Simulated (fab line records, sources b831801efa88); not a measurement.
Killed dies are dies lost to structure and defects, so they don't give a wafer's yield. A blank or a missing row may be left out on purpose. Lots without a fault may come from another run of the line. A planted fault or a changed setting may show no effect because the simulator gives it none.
fab line records | flow gf180mcu
record lots=5 wafers=23
route steps=602 shown V2@394 M3@418 V3@431 M4@458
start_h: hours from the record's first day to the start of the lot's first wafer shown | wait_h: hours since the lot's step before | " the same as in the row above | L1.1+2: a row that stands for several wafers | - no value, or no start given | * or withheld: withheld | < > ~ a bound
route shown NAME@n: a module of which the file shows steps, and the number in the route of the first | usual: mean/standard deviation of fault-free wafers | same: alike in all rows | chamber/n: place in a boat | sites: the reading at each site | _std_site: their standard deviation | _edge_site: outer sites' mean less inner sites' | radius_mm: how far each site lies from the wafer's centre | mask NAME#n: copy n | behind: the tool/chamber that last shaped the wafer | hold: why the lot was held/for how many hours/how that ended | device: the transistor (n, p or np) that didn't switch | end of line: the same wafers' tests at the end of the route | a step without rows: its recipe alone | killed: dies lost to structure and defects at the first sort, not the wafer's yield | map: a wafer's dies, x killed, . not, _ none there
set.NAME: the setting as run; set.NAME@STEP: as run at that earlier step | model.NAME: the simulator's own value behind a step, which no gauge read
lots whose settings were changed on purpose; a table a step, a row a wafer
## steps
# step GF_V2_PEB_12
# recipe peb_temp_c=135 peb_time_s=90 resist=KrF
# columns lot.wafer tool chamber start_h wait_h set.peb_time_s
L074.1+3+5 litho_track-04 0 - - 76.82
L074.2+4 " 0 " " 90
L075.2+4+6 litho_track-04 0 - - 83.82
L075.3+5 " 0 " " 90
L082.1+5 litho_track-04 0 - - 98.14
L082.2+3+4 " 0 " " 90
L084.1+2+5 litho_track-03 0 - - 90
L084.4+6 " 0 " " 77.01
L085.1+3+5 litho_track-02 0 - - 90
# step GF_V2_DEVELOP_13
# recipe develop_time_s=60 resist=KrF dev_temp_c=21
# step GF_V2_CD_MEAS_14
# recipe target_cd_nm=260
# usual cd_nm=260.2/1.4
# columns lot.wafer tool chamber start_h wait_h set.peb_time_s@V2_PEB_12 cd_nm
L074.1 cd_sem-02 - 460.35 0.2 76.82 258.2
L074.2 " - " " 90 262.2
L074.3 " - " " 76.82 259.3
L074.4 " - " " 90 262.3
L074.5 " - " " 76.82 256.7
L075.2 cd_sem-02 - 471.14 0.1 83.82 259.1
L075.3 " - " " 90 260.4
L075.4 " - " " 83.82 259.3
L075.5 " - " " 90 260.3
L075.6 " - " " 83.82 259.5
L082.1 cd_sem-02 - 529.37 0.1 98.14 260.8
L082.2 " - " " 90 259.5
L082.3 " - " " 90 258.4
L082.4 " - " " 90 259.4
L082.5 " - " " 98.14 261.2
L084.1 cd_sem-02 - 556.38 0.1 90 261.1
L084.2 " - " " 90 262.6
L084.4 " - " " 77.01 256.8
L084.5 " - " " 90 260.8
L084.6 " - " " 77.01 257.9
L085.1 cd_sem-01 - 568.15 0.1 90 259.9
L085.3 " - " " 90 260.4
L085.5 " - " " 90 261.9
# step GF_V2_ETCH_16
# recipe chemistry=N2/H2 target_depth_a=withheld overetch_a=withheld time_s=withheld target=BARC ion_energy_ev=200 source_w=500 bias_w=100 pressure_mtorr=30 n2_flow_sccm=100 h2_flow_sccm=200
# columns lot.wafer tool chamber start_h wait_h set.peb_time_s@V2_PEB_12 model.V2.cd_nm
L074.1 rie_diel-01 2 460.51 0.0 * 257.5
L074.2 " 0 " " * 262
L074.3 " 3 " " * 258.4
L074.4 " 2 " " * 261.9
L074.5 " 3 " " * 256.4
L075.2 rie_diel-02 2 471.28 0.0 * 258.2
L075.3 " 3 " " * 259.8
L075.4 " 0 " " * 258.5
L075.5 " 3 " " * 260.2
L075.6 " 2 " " * 259.3
L082.1 rie_diel-01 1 529.52 0.0 * 260.6
L082.2 " 0 " " * 259.4
L082.3 " 3 " " * 257.9
L082.4 " 2 " " * 259.3
L082.5 " 0 " " * 261.3
L084.1 rie_diel-03 0 556.54 0.0 * 260.9
L084.2 " 1 " " * 262.7
L084.4 " 1 " " * 256.9
L084.5 " 0 " " * 260.6
L084.6 " 2 " " * 258.2
L085.1 rie_diel-01 2 568.30 0.0 * 260
L085.3 " 3 " " * 260.8
L085.5 " 0 " " * 262.1
# step GF_V2_ETCH_17
# recipe chemistry=C4F8/O2/Ar mask_material=KrF target=SiO2 stop_on=TiN source_w=1500 bias_w=1200 pressure_mtorr=40 c4f8_flow_sccm=withheld O2_flow_sccm=6 Ar_flow_sccm=300 time_s=withheld target_depth_a=6300
# columns lot.wafer tool chamber start_h wait_h set.peb_time_s@V2_PEB_12 model.V2.cd_nm
L074.1 rie_diel-01 2 - - * 257.4
L074.2 " 0 " " * 262.3
L074.3 " 3 " " * 258.3
L074.4 " 2 " " * 261.5
L074.5 " 3 " " * 256.1
L075.2 rie_diel-02 2 - - * 258.3
L075.3 " 3 " " * 260.1
L075.4 " 0 " " * 258.2
L075.5 " 3 " " * 260
L075.6 " 2 " " * 259
L082.1 rie_diel-01 1 - - * 260.1
L082.2 " 0 " " * 259.4
L082.3 " 3 " " * 257.7
L082.4 " 2 " " * 259
L082.5 " 0 " " * 261.4
L084.1 rie_diel-03 0 - - * 260.8
L084.2 " 1 " " * 262.9
L084.4 " 1 " " * 257.1
L084.5 " 0 " " * 260.5
L084.6 " 2 " " * 257.9
L085.1 rie_diel-01 2 - - * 259.7
L085.3 " 3 " " * 260.7
L085.5 " 0 " " * 262.6
# step GF_V2_SPUTTER_21
# recipe material=Ti target_thk_nm=15 chamber_pressure_pa=5 power_w=2500 substrate_temp_c=200 time_s=80.02
# columns lot.wafer tool chamber start_h wait_h set.power_w model.Ti_of_V2_SPUTTER_21.thk_nm
L074.1 pvd_sputter-02 - 461.17 0.0 2411 14.47
L074.2 " - " " 2500 14.99
L074.3 " - " " 2500 15.08
L074.4 " - " " 2500 14.98
L074.5 " - " " 2411 14.43
L075.2 pvd_sputter-02 - 471.94 0.0 2500 15.05
L075.3 " - " " 2500 15.04
L075.4 " - " " 2500 14.92
L075.5 " - " " 2500 15.01
L075.6 " - " " 2500 14.97
L082.1 pvd_sputter-02 - 530.19 0.0 2776 16.85
L082.2 " - " " 2776 16.91
L082.3 " - " " 2776 16.77
L082.4+5 " - " " 2500 15.17
L084.1 pvd_sputter-03 - 557.27 0.0 2500 15.21
L084.2 " - " " 2788 16.92
L084.4 " - " " 2788 16.97
L084.5 " - " " 2500 15.12
L084.6 " - " " 2788 16.9
L085.1 pvd_sputter-03 - 568.97 0.0 2500 15.1
L085.3 " - " " 2500 15.17
L085.5 " - " " 2500 15.08
# step GF_M3_COAT_09
# recipe resist=KrF spin_rpm=withheld resist_thk_nm=1000
# columns lot.wafer tool chamber start_h wait_h set.resist_thk_nm model.KrF_of_M3_COAT_09.thk_nm
L074.1 litho_track-03 0 474.03 0.1 1000 999.7
L074.2 " 0 " " 947.7 949.6
L074.3 " 0 " " 1000 1006
L074.4 " 0 " " 1000 1002
L074.5 " 0 " " 947.7 949.3
L075.2+3 litho_track-03 0 485.01 0.1 1016 1019
L075.4 " 0 " " 1000 1001
L075.5 " 0 " " 1000 1003
L075.6 " 0 " " 1016 1014
L082.1 litho_track-02 0 542.55 0.1 1000 993.3
L082.2 " 0 " " 956.2 950.6
L082.3 " 0 " " 1000 996.8
L082.4 " 0 " " 1000 994.9
L082.5 " 0 " " 956.2 954
L084.1 litho_track-01 0 568.84 0.1 963.1 962.6
L084.2 " 0 " " 1000 1001
L084.4 " 0 " " 1000 996
L084.5 " 0 " " 963.1 960.1
L084.6 " 0 " " 963.1 963.6
L085.1 litho_track-01 0 580.49 0.1 1000 1003
L085.3 " 0 " " 1000 999.6
L085.5 " 0 " " 1000 1002
# step GF_M3_METAL_ETCH_16
# recipe chemistry=Cl2/BCl3 mask_material=KrF target_depth_nm=627.5 stop_on=SiO2 pressure_mtorr=8 icp_w=800 bias_w=140 Cl2_flow_sccm=80 bcl3_flow_sccm=40 time_s=104.6
# columns lot.wafer tool chamber start_h wait_h set.bias_w set.resist_thk_nm@M3_COAT_09 model.KrF_of_M3_COAT_09.thk_nm
L074.1 rie_metal-01 1 486.14 0.0 140 1000 736.5
L074.2 " 0 " " 140 947.7 683.8
L074.3 " 1 " " 140 1000 743.2
L074.4 " 0 " " 140 1000 736
L074.5 " 1 " " 140 947.7 684.3
L075.2 rie_metal-04 0 497.29 0.0 140 1016 755.5
L075.3 " 0 " " 133.8 1016 757.3
L075.4 " 1 " " 133.8 1000 742.2
L075.5 " 1 " " 140 1000 739.5
L075.6 " 0 " " 133.8 1016 754
L082.1 rie_metal-03 1 553.74 0.0 150.6 1000 722.7
L082.2 " 0 " " 140 956.2 684.1
L082.3 " 1 " " 150.6 1000 725.8
L082.4 " 0 " " 140 1000 727.3
L082.5 " 1 " " 150.6 956.2 679.6
L084.1 rie_metal-04 0 580.24 0.0 140 963.1 697.2
L084.2 " 1 " " 140 1000 740.1
L084.4 " 0 " " 140 1000 731.3
L084.5 " 0 " " 140 963.1 693.5
L084.6 " 1 " " 140 963.1 702.3
L085.1 rie_metal-03 1 591.04 0.0 140 1000 739.4
L085.3 " 0 " " 140 1000 734.8
L085.5 " 0 " " 140 1000 737.8
# step GF_M3_STRIP_17
# recipe chemistry=O2/N2 power_w=1400 pressure_mtorr=1500 platen_temp_c=250 o2_flow_sccm=3000 n2_flow_sccm=300 overash_fraction=0.5
# usual oes_product_au=0.558/0.0049 strip_time_to_endpoint_s=7.89/0.037
# columns lot.wafer tool chamber start_h wait_h set.resist_thk_nm@M3_COAT_09 oes_product_au strip_time_to_endpoint_s
L074.1 plasma_asher-02 1 486.26 0.1 1000 0.569 7.89
L074.2 " 0 " " 947.7 0.532 7.37
L074.3 " 1 " " 1000 0.551 7.94
L074.4 " 0 " " 1000 0.557 7.87
L074.5 " 0 " " 947.7 0.544 7.37
L075.2 plasma_asher-04 1 497.40 0.1 1016 0.571 8.07
L075.3 " 1 " " 1016 0.562 8.10
L075.4 " 0 " " 1000 0.565 7.97
L075.5 " 0 " " 1000 0.562 7.93
L075.6 " 1 " " 1016 0.568 8.05
L082.1 plasma_asher-01 1 553.85 0.1 1000 0.552 7.76
L082.2 " 0 " " 956.2 0.529 7.38
L082.3 " 1 " " 1000 0.559 7.78
L082.4 " 0 " " 1000 0.548 7.80
L082.5 " 0 " " 956.2 0.532 7.33
L084.1 plasma_asher-04 0 580.35 0.1 963.1 0.547 7.50
L084.2 " 1 " " 1000 0.559 7.92
L084.4 " 0 " " 1000 0.558 7.83
L084.5 " 0 " " 963.1 0.542 7.47
L084.6 " 1 " " 963.1 0.536 7.55
L085.1 plasma_asher-01 0 591.15 0.1 1000 0.563 7.93
L085.3 " 1 " " 1000 0.563 7.87
L085.5 " 1 " " 1000 0.552 7.90
# step GF_V3_CVD_02
# recipe material=SiO2 target_thk_nm=850 precursor=TEOS temp_c=400 time_s=94.851 rf_w=600
# columns lot.wafer tool chamber start_h wait_h set.time_s model.SiO2_of_V3_CVD_02.thk_nm
L074.1 pecvd-04 0 486.92 0.1 94.851 866.3
L074.2 " 2 " " 88.94 807.9
L074.3 " 1 " " 88.94 807.7
L074.4 " 2 " " 94.851 871.5
L074.5 " 0 " " 88.94 819.3
L075.2 pecvd-04 1 498.13 0.0 107.8 971
L075.3 " 2 " " 107.8 969.3
L075.4 " 2 " " 107.8 990.4
L075.5 " 0 " " 94.851 858.1
L075.6 " 1 " " 94.851 874.3
L082.1 pecvd-03 1 554.58 0.1 91.27 810.6
L082.2 " 2 " " 94.851 829.9
L082.3 " 0 " " 94.851 842.2
L082.4 " 0 " " 91.27 828.6
L082.5 " 2 " " 94.851 851.2
L084.1 pecvd-03 0 581.03 0.1 94.851 843.4
L084.2 " 2 " " 83.17 750.1
L084.4 " 0 " " 83.17 760.8
L084.5 " 1 " " 83.17 757.3
L084.6 " 2 " " 94.851 865.7
L085.1 pecvd-03 2 591.85 0.1 94.851 837
L085.3 " 1 " " 94.851 827.2
L085.5 " 2 " " 94.851 848.5
# step GF_V3_THK_MEAS_03
# recipe reads=SiO2_of_V3_CVD_02
# usual V3_CVD_02_THK=849/14
# columns lot.wafer tool chamber start_h wait_h set.time_s@V3_CVD_02 V3_CVD_02_THK[nm]
L074.1 film_metro-01 - 486.99 0.0 94.851 866
L074.2 " - " " 88.94 807
L074.3 " - " " 88.94 808
L074.4 " - " " 94.851 872
L074.5 " - " " 88.94 819
L075.2 film_metro-02 - 498.21 0.0 107.8 972
L075.3 " - " " 107.8 970
L075.4 " - " " 107.8 991
L075.5 " - " " 94.851 858
L075.6 " - " " 94.851 875
L082.1 film_metro-01 - 554.65 0.0 91.27 810
L082.2 " - " " 94.851 830
L082.3 " - " " 94.851 842
L082.4 " - " " 91.27 829
L082.5 " - " " 94.851 851
L084.1 film_metro-04 - 581.09 0.0 94.851 843
L084.2 " - " " 83.17 751
L084.4 " - " " 83.17 762
L084.5 " - " " 83.17 758
L084.6 " - " " 94.851 866
L085.1 film_metro-04 - 591.92 0.0 94.851 837
L085.3 " - " " 94.851 828
L085.5 " - " " 94.851 848
# step GF_V3_CMP_04
# recipe material=SiO2 down_force_psi=4 platen_rpm=60 pad_velocity_m_s=0.94248
# usual time_to_endpoint_s=77/5.8
# columns lot.wafer tool chamber start_h wait_h set.time_s@V3_CVD_02 time_to_endpoint_s
L074.4 cmp-01 0 487.05 0.0 94.851 86
L074.3 " 1 " " 88.94 61
L074.2 " 2 " " 88.94 58
L074.1 " 3 " " 94.851 83
L074.5 " 1 " " 88.94 65
L075.3 cmp-01 3 498.26 0.0 107.8 122
L075.4 " 0 " " 107.8 126
L075.2 " 1 " " 107.8 123
L075.5 " 3 " " 94.851 79
L075.6 " 0 " " 94.851 88
L082.1 cmp-02 0 554.71 0.1 91.27 56
L082.4 " 1 " " 91.27 61
L082.3 " 2 " " 94.851 73
L082.2 " 3 " " 94.851 68
L082.5 " 1 " " 94.851 72
L084.1 cmp-02 2 581.15 0.1 94.851 77
L084.4 " 3 " " 83.17 46
L084.2 " 1 " " 83.17 41
L084.6 " 2 " " 94.851 82
L084.5 " 3 " " 83.17 44
L085.1 cmp-01 3 592.33 0.4 94.851 72
L085.3 " 0 " " 94.851 63
L085.5 " 0 " " 94.851 71
# step GF_V3_CVD_23
# recipe material=W target_thk_nm=350 time_s=104.9 temp_c=400 pressure_torr=40
# columns lot.wafer tool chamber start_h wait_h set.pressure_torr
L074.1+2+3+4+5 cvd_w-01 0,1,1,0,0 511.66 0.0 37.99
L075.2+3+4+5+6 cvd_w-01 1,0,1,1,0 523.13 0.0 34.92
L082.1+2+3+4+5 cvd_w-02 1,0,1,0,0 577.88 0.0 40
L084.1+2+4+5+6 cvd_w-02 1,0,1,0,1 603.24 0.0 41.58
L085.1+3+5 cvd_w-02 1 614.50 0.0 40
# step GF_V3_RS_MEAS_24
# recipe thk_meas_gauge=four-point-probe reads=W_of_V3_CVD_23+TiN_of_V3_SPUTTER_22+Ti_of_V3_SPUTTER_21
# usual V3_W_RS=0.3272/0.003
# columns lot.wafer tool chamber start_h wait_h set.pressure_torr@V3_CVD_23 V3_W_RS[ohm/sq]
L074.1 film_metro-02 - 511.77 0.1 37.99 0.3331
L074.2 " - " " 37.99 0.3382
L074.3 " - " " 37.99 0.3355
L074.4 " - " " 37.99 0.3410
L074.5 " - " " 37.99 0.3377
L075.2 film_metro-02 - 523.27 0.1 34.92 0.3540
L075.3 " - " " 34.92 0.3514
L075.4 " - " " 34.92 0.3532
L075.5 " - " " 34.92 0.3537
L075.6 " - " " 34.92 0.3564
L082.1 film_metro-04 - 577.99 0.1 40 0.3245
L082.2 " - " " 40 0.3270
L082.3 " - " " 40 0.3257
L082.4 " - " " 40 0.3214
L082.5 " - " " 40 0.3262
L084.1 film_metro-02 - 603.35 0.1 41.58 0.3206
L084.2 " - " " 41.58 0.3245
L084.4 " - " " 41.58 0.3226
L084.5 " - " " 41.58 0.3230
L084.6 " - " " 41.58 0.3209
L085.1 film_metro-04 - 614.73 0.2 40 0.3214
L085.3 " - " " 40 0.3251
L085.5 " - " " 40 0.3235
# step GF_M4_SPUTTER_02
# recipe material=AlCu target_thk_nm=450 power_w=10600 time_s=23.9 chamber_pressure_pa=0.4
# columns lot.wafer tool chamber start_h wait_h set.chamber_pressure_pa model.AlCu_of_M4_SPUTTER_02.thk_nm
L074.1 pvd_sputter-01 - 512.38 0.0 0.4306 434.6
L074.2 " - " " 0.4306 437.7
L074.3 " - " " 0.4306 436.2
L074.4 " - " " 0.4306 435.6
L074.5 " - " " 0.4306 435.9
L075.2 pvd_sputter-04 - 523.87 0.0 0.3583 461.6
L075.3 " - " " 0.3583 464.3
L075.4 " - " " 0.3583 457.4
L075.5 " - " " 0.3583 464.8
L075.6 " - " " 0.3583 462.1
L082.1 pvd_sputter-03 - 578.60 0.0 0.3813 464.1
L082.2 " - " " 0.3813 460.5
L082.3 " - " " 0.3813 464
L082.4 " - " " 0.3813 461
L082.5 " - " " 0.3813 461.2
L084.1 pvd_sputter-03 - 603.96 0.0 0.4189 439.2
L084.2 " - " " 0.4189 446.8
L084.4 " - " " 0.4189 445.8
L084.5 " - " " 0.4189 444.5
L084.6 " - " " 0.4189 441.4
L085.1 pvd_sputter-04 - 615.34 0.0 0.4 445.9
L085.3 " - " " 0.4 443.4
L085.5 " - " " 0.4 448.5
## key
split step=GF_V2_PEB_12 setting=peb_time_s stated=90 by=wafer
response step=GF_V2_CD_MEAS_14 reading=cd_nm change=+0.263 per=1% r=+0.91
response step=GF_V2_ETCH_16 reading=model.V2.cd_nm change=+0.272 per=1% r=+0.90
response step=GF_V2_ETCH_17 reading=model.V2.cd_nm change=+0.279 per=1% r=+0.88
split step=GF_V2_SPUTTER_21 setting=power_w stated=2500 by=wafer
response step=GF_V2_SPUTTER_21 reading=model.Ti_of_V2_SPUTTER_21.thk_nm change=+0.153 per=1% r=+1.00
split step=GF_M3_COAT_09 setting=resist_thk_nm stated=1000 by=wafer
response step=GF_M3_COAT_09 reading=model.KrF_of_M3_COAT_09.thk_nm change=+9.95 per=1% r=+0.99
response step=GF_M3_METAL_ETCH_16 reading=model.KrF_of_M3_COAT_09.thk_nm change=+10.2 per=1% r=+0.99
response step=GF_M3_STRIP_17 reading=oes_product_au change=+0.00444 per=1% r=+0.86
response step=GF_M3_STRIP_17 reading=strip_time_to_endpoint_s change=* per=1% r=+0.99
split step=GF_M3_METAL_ETCH_16 setting=bias_w stated=140 by=wafer
response none clear
split step=GF_V3_CVD_02 setting=time_s stated=94.851 by=wafer
response step=GF_V3_CVD_02 reading=model.SiO2_of_V3_CVD_02.thk_nm change=+8.08 per=1% r=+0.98
response step=GF_V3_THK_MEAS_03 reading=V3_CVD_02_THK change=+8.09 per=1% r=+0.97
response step=GF_V3_CMP_04 reading=time_to_endpoint_s change=* per=1% r=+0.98
split step=GF_V3_CVD_23 setting=pressure_torr stated=40 by=lot
response step=GF_V3_RS_MEAS_24 reading=V3_W_RS change=-0.00202 per=1% r=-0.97
split step=GF_M4_SPUTTER_02 setting=chamber_pressure_pa stated=0.4 by=lot
response step=GF_M4_SPUTTER_02 reading=model.AlCu_of_M4_SPUTTER_02.thk_nm change=-1.52 per=1% r=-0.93
